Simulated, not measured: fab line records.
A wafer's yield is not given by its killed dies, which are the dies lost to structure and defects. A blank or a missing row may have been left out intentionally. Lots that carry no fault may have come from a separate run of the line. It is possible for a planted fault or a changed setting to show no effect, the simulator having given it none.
fab line records    flow sky130
[record] lots = 6  wafers = 18  lastDay = 50
route steps=708 shown VIA3@589 METAL4@598 PAD_OPEN@708
lots untouched by any fault: they come from a run of this same line in which no faults occurred
startH: start of the lot's first displayed wafer, in hours after the record's first day    waitH: hours from the lot's prior step to this one    " same as the row above    L1.1+2: several wafers, shown together as one row    - no value, or no start was given    * or withheld: withheld    < > ~ a bound
route shown NAME@n: names a module that has steps shown in the file, with the first one's number in the route    usual: mean/standard deviation taken from wafers without a fault    same: alike in all rows    chamber/n: place in a boat    sites: the reading at each site    _std_site: standard deviation across them    _edge_site: the outer-site mean with the inner-site mean subtracted    radiusMm: how far each site lies from the wafer's centre    mask NAME#n: copy n    behind: the last tool/chamber to shape the wafer    hold: why the lot went on hold/how many hours it stayed there/how the hold came to an end    device: transistor that didn't switch, given as n, p or np    end of line: at the end of the route, the tests of the same wafers    where a step has no rows: the recipe by itself    killed: dies lost to structure and defects at the first sort, not the wafer's yield    map: a wafer's dies, marking killed ones x, the rest . and places with no die _
set.NAME: setting as actually run; set.NAME@STEP: the setting as run at that earlier step    model.NAME: the simulator's own value behind a step, which no gauge read
lots seen at some steps along the route; tables by step, rows by wafer
services: the hour from which a tool's chamber was out of use, counted from the record's first day as startH (under 0 if before that day), plus the number of hours and why
[[steps]]
[step SKY_VIA3_STRIP_16]
[recipe] chemistry = O2/N2  powerW = 1400  pressureMtorr = 1500  platenTempC = withheld  o2FlowSccm = 3000  n2FlowSccm = 300  overashFraction = 0.5
[step SKY_VIA3_STRIP_17]
[recipe] chemistry = postEtchResidueRemover  timeS = 1200  tempC = 72.5
[step SKY_VIA3_CLEAN_18]
[recipe] chemistry = IPA  timeS = 180  tempC = 25
[step SKY_VIA3_CLEAN_19]
[recipe] chemistry = O3/DIW  dry = n2Spin
[step SKY_VIA3_SPUTTER_20]
[recipe] material = TiN  targetThkNm = 20  chamberPressurePa = 5  powerW = 4000  timeS = 80
[usual] throttleValvePct = 30.0/0.97
lot.wafer  tool           chamber  startH   waitH  throttleValvePct
L258.2     pvdSputter-01  -        968.92   0.0    29.2
L258.4     "              -        "        "      28.1
L258.6     "              -        "        "      28.8
L265.1     pvdSputter-03  -        1003.72  0.0    30.3
L265.4     "              -        "        "      30.5
L265.5     "              -        "        "      31.2
L266.2     pvdSputter-03  -        1004.97  0.0    30.3
L266.4     "              -        "        "      30.5
L266.6     "              -        "        "      30.5
L268.2     pvdSputter-01  -        1024.31  0.0    28.5
L268.3     "              -        "        "      28.9
L268.5     "              -        "        "      28.8
L275.1     pvdSputter-03  -        1069.58  0.0    30.8
L275.4     "              -        "        "      30.3
L275.6     "              -        "        "      30.6
L277.3     pvdSputter-03  -        1078.27  0.0    30.2
L277.4     "              -        "        "      30.7
L277.5     "              -        "        "      30.5
[step SKY_VIA3_CVD_21]
[recipe] material = W  targetThkNm = 390  timeS = 117.31  tempC = 400  pressureTorr = 40
[step SKY_VIA3_RS_MEAS_22]
[recipe] thkMeasGauge = four-point-probe  reads = W_of_VIA3_CVD_21+TiN_of_VIA3_SPUTTER_20
[usual] VIA3_W_RS = 0.296/0.0037
lot.wafer  tool          chamber  startH   waitH  VIA3_W_RS[ohm/sq]
L258.2     filmMetro-02  -        969.13   0.1    0.291
L258.4     "             -        "        "      0.292
L258.6     "             -        "        "      0.293
L265.1     filmMetro-02  -        1003.91  0.1    0.289
L265.4     "             -        "        "      0.289
L265.5     "             -        "        "      0.288
L266.2     filmMetro-03  -        1005.17  0.1    0.296
L266.4     "             -        "        "      0.297
L266.6     "             -        "        "      0.300
L268.2     filmMetro-03  -        1024.51  0.1    0.292
L268.3     "             -        "        "      0.296
L268.5     "             -        "        "      0.292
L275.1     filmMetro-03  -        1069.76  0.1    0.299
L275.4     "             -        "        "      0.298
L275.6     "             -        "        "      0.300
L277.3     filmMetro-03  -        1078.49  0.1    0.292
L277.4     "             -        "        "      0.298
L277.5     "             -        "        "      0.297
[step SKY_VIA3_THK_MEAS_23]
[recipe] thkMeasGauge = xrf  reads = W_of_VIA3_CVD_21
[usual] VIA3_W_THK = 389/5.1
lot.wafer  tool          chamber  startH   waitH  VIA3_W_THK[nm]
L258.2     filmMetro-02  -        969.24   0.1    394
L258.4     "             -        "        "      392
L258.6     "             -        "        "      389
L265.1     filmMetro-02  -        1004.03  0.1    398
L265.4     "             -        "        "      395
L265.5     "             -        "        "      398
L266.2     filmMetro-03  -        1005.28  0.1    385
L266.4     "             -        "        "      387
L266.6     "             -        "        "      382
L268.2     filmMetro-03  -        1024.62  0.1    396
L268.3     "             -        "        "      388
L268.5     "             -        "        "      394
L275.1     filmMetro-03  -        1069.88  0.1    384
L275.4     "             -        "        "      382
L275.6     "             -        "        "      383
L277.3     filmMetro-03  -        1078.59  0.1    391
L277.4     "             -        "        "      383
L277.5     "             -        "        "      386
[step SKY_VIA3_CMP_24]
[recipe] stopOn = SiO2  tOverpolishS = 20  downForcePsi = 3.5  platenRpm = 60  targetThkNm = 0  padVelocityMS = 0.94248
[step SKY_METAL4_SPUTTER_00]
[recipe] material = Ti  targetThkNm = 15  powerW = 3000  timeS = 10  chamberPressurePa = 0.4
[usual] throttleValvePct = 30.1/1.1
lot.wafer  tool           chamber  startH   waitH  throttleValvePct
L258.2     pvdSputter-04  -        969.59   0.2    30.4
L258.4     "              -        "        "      30.4
L258.6     "              -        "        "      31.1
L265.1     pvdSputter-04  -        1004.39  0.1    30.5
L265.4     "              -        "        "      30.3
L265.5     "              -        "        "      31.7
L266.2     pvdSputter-04  -        1005.63  0.1    31.2
L266.4     "              -        "        "      30.7
L266.6     "              -        "        "      29.9
L268.2     pvdSputter-03  -        1024.97  0.1    30.4
L268.3     "              -        "        "      30.9
L268.5     "              -        "        "      30.4
L275.1     pvdSputter-01  -        1070.24  0.1    29.0
L275.4     "              -        "        "      29.1
L275.6     "              -        "        "      29.0
L277.3     pvdSputter-01  -        1078.93  0.2    29.4
L277.4     "              -        "        "      28.4
L277.5     "              -        "        "      28.6
[step SKY_METAL4_SPUTTER_01]
[recipe] material = TiN  targetThkNm = 20  powerW = 6500  timeS = 16.7  chamberPressurePa = 0.4
[usual] throttleValvePct = 30.1/1.1
lot.wafer  tool           chamber  startH   waitH  throttleValvePct
L258.2     pvdSputter-04  -        969.61   0.0    30.2
L258.4     "              -        "        "      30.3
L258.6     "              -        "        "      30.9
L265.1     pvdSputter-04  -        1004.41  0.0    30.6
L265.4     "              -        "        "      30.2
L265.5     "              -        "        "      31.7
L266.2     pvdSputter-04  -        1005.65  0.0    31.1
L266.4     "              -        "        "      30.5
L266.6     "              -        "        "      30.4
L268.2     pvdSputter-03  -        1024.99  0.0    30.6
L268.3     "              -        "        "      30.6
L268.5     "              -        "        "      30.5
L275.1     pvdSputter-01  -        1070.27  0.0    28.5
L275.4     "              -        "        "      29.0
L275.6     "              -        "        "      28.8
L277.3     pvdSputter-01  -        1078.95  0.0    29.0
L277.4     "              -        "        "      28.7
L277.5     "              -        "        "      28.5
[step SKY_METAL4_SPUTTER_02]
[recipe] material = AlCu  targetThkNm = 735  powerW = 10600  timeS = 39.1  chamberPressurePa = 0.4
[usual] throttleValvePct = 30.1/1.1
lot.wafer  tool           chamber  startH   waitH  throttleValvePct
L258.2     pvdSputter-04  -        969.63   0.0    30.4
L258.4     "              -        "        "      30.4
L258.6     "              -        "        "      31.3
L265.1     pvdSputter-04  -        1004.43  0.0    30.3
L265.4     "              -        "        "      30.4
L265.5     "              -        "        "      31.7
L266.2     pvdSputter-04  -        1005.68  0.0    31.2
L266.4     "              -        "        "      30.4
L266.6     "              -        "        "      30.4
L268.2     pvdSputter-03  -        1025.02  0.0    30.4
L268.3     "              -        "        "      30.5
L268.5     "              -        "        "      30.6
L275.1     pvdSputter-01  -        1070.29  0.0    28.7
L275.4     "              -        "        "      29.0
L275.6     "              -        "        "      29.0
L277.3     pvdSputter-01  -        1078.98  0.0    29.2
L277.4     "              -        "        "      28.6
L277.5     "              -        "        "      28.6
[step SKY_METAL4_SPUTTER_03]
[recipe] material = Ti  targetThkNm = 5  powerW = 2920  timeS = 3.3  chamberPressurePa = 0.4
[usual] throttleValvePct = 30.1/1.1
lot.wafer  tool           chamber  startH   waitH  throttleValvePct  model.Ti_of_METAL4_SPUTTER_03.thkNm
L258.2     pvdSputter-04  -        969.67   0.0    30.3              4.658
L258.4     "              -        "        "      30.6              4.852
L258.6     "              -        "        "      31.2              4.877
L265.1     pvdSputter-04  -        1004.47  0.0    30.3              3.462
L265.4     "              -        "        "      30.1              4.778
L265.5     "              -        "        "      31.7              4.786
L266.2     pvdSputter-04  -        1005.72  0.0    31.3              4.864
L266.4     "              -        "        "      30.5              3.54
L266.6     "              -        "        "      30.5              4.71
L268.2     pvdSputter-03  -        1025.06  0.0    30.5              4.984
L268.3     "              -        "        "      30.9              4.852
L268.5     "              -        "        "      30.3              5.061
L275.1     pvdSputter-01  -        1070.33  0.0    29.1              4.762
L275.4     "              -        "        "      29.3              4.892
L275.6     "              -        "        "      28.8              4.788
L277.3     pvdSputter-01  -        1079.02  0.0    29.0              4.734
L277.4     "              -        "        "      28.7              4.914
L277.5     "              -        "        "      28.6              4.887
[step SKY_METAL4_SPUTTER_04]
[recipe] material = TiN  targetThkNm = 70  powerW = 6500  timeS = 58.3  chamberPressurePa = 0.4
[usual] throttleValvePct = 30.1/1.1
lot.wafer  tool           chamber  startH   waitH  throttleValvePct
L258.2     pvdSputter-04  -        969.69   0.0    30.3
L258.4     "              -        "        "      30.4
L258.6     "              -        "        "      30.9
L265.1     pvdSputter-04  -        1004.49  0.0    30.4
L265.4     "              -        "        "      30.4
L265.5     "              -        "        "      31.9
L266.2     pvdSputter-04  -        1005.73  0.0    31.0
L266.4     "              -        "        "      30.5
L266.6     "              -        "        "      30.1
L268.2     pvdSputter-03  -        1025.07  0.0    30.7
L268.3     "              -        "        "      30.7
L268.5     "              -        "        "      30.2
L275.1     pvdSputter-01  -        1070.35  0.0    29.0
L275.4     "              -        "        "      29.0
L275.6     "              -        "        "      29.2
L277.3     pvdSputter-01  -        1079.04  0.0    29.1
L277.4     "              -        "        "      28.6
L277.5     "              -        "        "      28.5
[step SKY_PAD_OPEN_PROBE_99]
[usual] defectLimitedYield = 82.5/1.9  killed_at_M0_to_M3 = 43/7.2  killed_at_M4_up = 3.3/2  killedAtContacts = 25/5.8  killedAtFrontEnd = 15/4.5  killedAtOther = 0.3/0.62  killedDies = 86/9.4  killedOpen = 47/7.1  killedShort = 39/6  sort_bin_3_pad_short = 0.9/0.4  sort_bin_5_function = 10.4/1.4  sort_bin_6_memory = 6.2/1.1  sort_bin_8_speed = 0.7/1.4  sortNPass = 402/11  sortYieldPct = 81.7/2.2
[same] grossDies = 492  killedAtBackSide = 0  sort_bin_4_leakage[%] = 0
lot.wafer  tool       chamber  startH   waitH  defectLimitedYield[%]  killed_at_M0_to_M3  killed_at_M4_up  killedAtContacts  killedAtFrontEnd  killedAtOther  killedDies  killedOpen  killedShort  sort_bin_3_pad_short[%]  sort_bin_5_function[%]  sort_bin_6_memory[%]  sort_bin_8_speed[%]  sortNPass  sortYieldPct[%]
L258.2     prober-02  -        1110.06  0.1    82.9                   45                  3                19                17                0              84          48          36           0.6                      9.3                     7.1                   0.8                  404        82.1
L258.4     prober-02  -        1110.16  0.2    81.1                   48                  6                15                23                1              93          53          40           0.4                      11.8                    6.7                   0                    399        81.1
L258.6     prober-02  -        1110.26  0.2    81.3                   52                  3                13                24                0              92          55          36           1.4                      10.0                    7.3                   2.0                  390        79.3
L265.1     prober-02  -        1139.39  0.1    82.5                   35                  1                29                20                1              86          50          36           0.8                      11.2                    5.5                   0                    406        82.5
L265.4     prober-02  -        1139.54  0.2    83.7                   39                  7                21                13                0              80          42          38           0.8                      9.8                     5.7                   0                    412        83.7
L265.5     prober-02  -        1139.59  0.2    81.5                   46                  5                26                14                0              91          50          41           1.2                      11.0                    6.3                   0                    401        81.5
L266.2     prober-01  -        1140.12  0.1    83.1                   44                  4                22                13                0              83          42          40           0.4                      11.0                    5.5                   0.4                  407        82.7
L266.4     prober-01  -        1140.22  0.2    81.7                   40                  5                21                23                1              90          49          41           1.2                      11.0                    6.1                   0.8                  398        80.9
L266.6     prober-01  -        1140.32  0.2    82.9                   42                  4                24                14                0              84          49          35           1.2                      10.0                    5.9                   0                    408        82.9
L268.2     prober-01  -        1155.62  0.1    82.5                   37                  7                27                15                0              86          45          41           1.4                      9.3                     6.7                   0.4                  404        82.1
L268.3     prober-01  -        1155.67  0.2    82.9                   45                  5                27                7                 0              84          47          37           1.4                      9.3                     6.3                   0.6                  405        82.3
L268.5     prober-01  -        1155.77  0.2    80.7                   43                  3                26                22                1              95          46          49           1.4                      11.4                    6.5                   0.8                  393        79.9
L277.3     prober-02  -        1195.63  0.2    82.3                   49                  1                20                17                0              87          50          36           0.6                      10.4                    6.7                   0.2                  404        82.1
L277.4     prober-02  -        1195.68  0.2    83.1                   39                  4                30                10                0              83          44          39           0.6                      9.8                     6.5                   0.2                  408        82.9
L277.5     prober-02  -        1195.73  0.2    84.3                   31                  2                20                24                0              77          38          39           0.6                      10.6                    4.5                   0.6                  412        83.7
// killed by level:class
L258.2 VIA1:geometricParticle:open=10 POLY_GATE:geometricParticle:short=9 VIA3:geometricParticle:open=9 CONTACT:geometricParticle:open=9 METAL1:geometricParticle:short=6 POLY_GATE:geometricParticle:open=5 VIA2:geometricParticle:open=5 LI_CONTACT:geometricParticle:open=4
L258.4 VIA1:geometricParticle:open=15 POLY_GATE:geometricParticle:open=8 VIA3:geometricParticle:open=7 POLY_GATE:geometricParticle:short=6 METAL2:geometricParticle:short=6 CONTACT:geometricParticle:open=5 VIA1:geometricParticle:short=5 VIA2:geometricParticle:open=4
L258.6 VIA3:geometricParticle:open=15 VIA1:geometricParticle:open=8 VIA2:geometricParticle:open=8 POLY_GATE:geometricParticle:open=6 LI_CONTACT:geometricParticle:open=6 POLY_GATE:geometricParticle:short=5 METAL2:geometricParticle:short=5 METAL3:geometricParticle:short=5
L265.1 VIA1:geometricParticle:open=10 LI_CONTACT:geometricParticle:open=8 VIA3:geometricParticle:open=8 LOCAL_INTERCONNECT:geometricParticle:short=7 FIELD_ISO:geometricParticle:short=6 VIA3:geometricParticle:short=6 CONTACT:geometricParticle:open=5 CONTACT:geometricParticle:short=5
L265.4 CONTACT:geometricParticle:open=9 VIA1:geometricParticle:open=8 METAL2:geometricParticle:short=7 VIA1:geometricParticle:short=6 VIA2:geometricParticle:open=6 METAL4:geometricParticle:short=6 FIELD_ISO:geometricParticle:short=5 LI_CONTACT:geometricParticle:open=5
L265.5 CONTACT:geometricParticle:open=10 VIA1:geometricParticle:open=9 VIA2:geometricParticle:open=7 VIA3:geometricParticle:open=7 VIA1:geometricParticle:short=6 POLY_GATE:geometricParticle:open=5 CONTACT:geometricParticle:short=5 METAL4:geometricParticle:short=5
L266.2 VIA1:geometricParticle:open=9 VIA3:geometricParticle:open=9 LI_CONTACT:geometricParticle:open=7 VIA1:geometricParticle:short=6 CONTACT:geometricParticle:open=5 POLY_GATE:geometricParticle:short=4 LOCAL_INTERCONNECT:geometricParticle:short=4 CONTACT:geometricParticle:short=4
L266.4 VIA1:geometricParticle:open=9 FIELD_ISO:geometricParticle:open=7 LI_CONTACT:geometricParticle:open=7 CONTACT:geometricParticle:open=7 VIA2:geometricParticle:open=7 VIA3:geometricParticle:open=6 FIELD_ISO:geometricParticle:short=5 METAL1:geometricParticle:short=5
L266.6 VIA1:geometricParticle:open=14 CONTACT:geometricParticle:open=11 VIA2:geometricParticle:open=10 FIELD_ISO:geometricParticle:open=5 CONTACT:geometricParticle:short=5 METAL1:geometricParticle:short=5 VIA2:geometricParticle:short=5 LI_CONTACT:geometricParticle:short=4
L268.2 VIA1:geometricParticle:open=12 CONTACT:geometricParticle:short=9 CONTACT:geometricParticle:open=8 LOCAL_INTERCONNECT:geometricParticle:short=5 METAL1:geometricParticle:short=5 VIA1:geometricParticle:short=5 FIELD_ISO:geometricParticle:short=4 VIA2:geometricParticle:open=4
L268.3 VIA1:geometricParticle:open=9 LI_CONTACT:geometricParticle:open=9 LOCAL_INTERCONNECT:geometricParticle:short=8 METAL2:geometricParticle:short=7 VIA3:geometricParticle:open=6 CONTACT:geometricParticle:open=5 METAL1:geometricParticle:short=5 VIA2:geometricParticle:open=5
L268.5 VIA3:geometricParticle:open=9 VIA1:geometricParticle:open=8 LOCAL_INTERCONNECT:geometricParticle:open=7 LOCAL_INTERCONNECT:geometricParticle:short=7 FIELD_ISO:geometricParticle:short=5 POLY_GATE:geometricParticle:open=5 CONTACT:geometricParticle:short=5 METAL1:geometricParticle:short=5
L277.3 VIA1:geometricParticle:open=14 LI_CONTACT:geometricParticle:open=8 METAL1:geometricParticle:short=8 VIA3:geometricParticle:open=7 FIELD_ISO:geometricParticle:open=6 VIA2:geometricParticle:open=5 CONTACT:geometricParticle:open=4 VIA1:geometricParticle:short=4
L277.4 LI_CONTACT:geometricParticle:open=10 VIA1:geometricParticle:open=10 CONTACT:geometricParticle:open=9 VIA1:geometricParticle:short=7 VIA2:geometricParticle:open=6 LOCAL_INTERCONNECT:geometricParticle:short=6 METAL2:geometricParticle:short=4 FIELD_ISO:geometricParticle:open=3
L277.5 CONTACT:geometricParticle:open=7 POLY_GATE:geometricParticle:short=6 CONTACT:geometricParticle:short=5 VIA1:geometricParticle:open=5 VIA3:geometricParticle:open=5 POLY_GATE:geometricParticle:open=4 LI_CONTACT:geometricParticle:open=4 VIA1:geometricParticle:short=4
[[services]]
tool           chamber  startH   hours  kind
pvdSputter-03  3        948.84   -      consumableReplace:kit
pvdSputter-03  3        948.84   18.0   scheduledDown
pvdSputter-03  3        948.84   18.0   ventCycle
pvdSputter-01  0        958.13   -      consumableReplace:kit
pvdSputter-01  0        958.13   18.0   scheduledDown
pvdSputter-01  0        958.13   18.0   ventCycle
pvdSputter-03  -        964.07   7.3    repair
pvdSputter-04  1        965.16   -      consumableReplace:kit
pvdSputter-04  1        965.16   18.0   scheduledDown
pvdSputter-04  1        965.16   18.0   ventCycle
pvdSputter-01  -        1013.82  4.4    repair
pvdSputter-04  -        1014.18  4.9    repair
pvdSputter-04  -        1030.42  1.5    repair
pvdSputter-03  2        1071.70  -      consumableReplace:kit
pvdSputter-03  2        1071.70  18.0   scheduledDown
pvdSputter-03  2        1071.70  18.0   ventCycle
[[key]]
firstSign none at tools or gauges
[modelEffect] step = SKY_METAL4_SPUTTER_03  value = Ti_of_METAL4_SPUTTER_03.thkNm  without = 4.688  struck = 3.501
metAt SKY_METAL4_SPUTTER_03
struckWafers L265.1,L266.4
onsetBetween 969.67 1004.47
[fault] kind = processParameterDrift  tool = pvdSputter-04  chamber = -  onsetH = 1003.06  steps = SKY_METAL4_SPUTTER_03  channel = targetThkNm  offset = -1.2192  shape = step  endH = 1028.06  actsIn = theseRecipesOnly  stated = 5  scope = struckWafersOnly
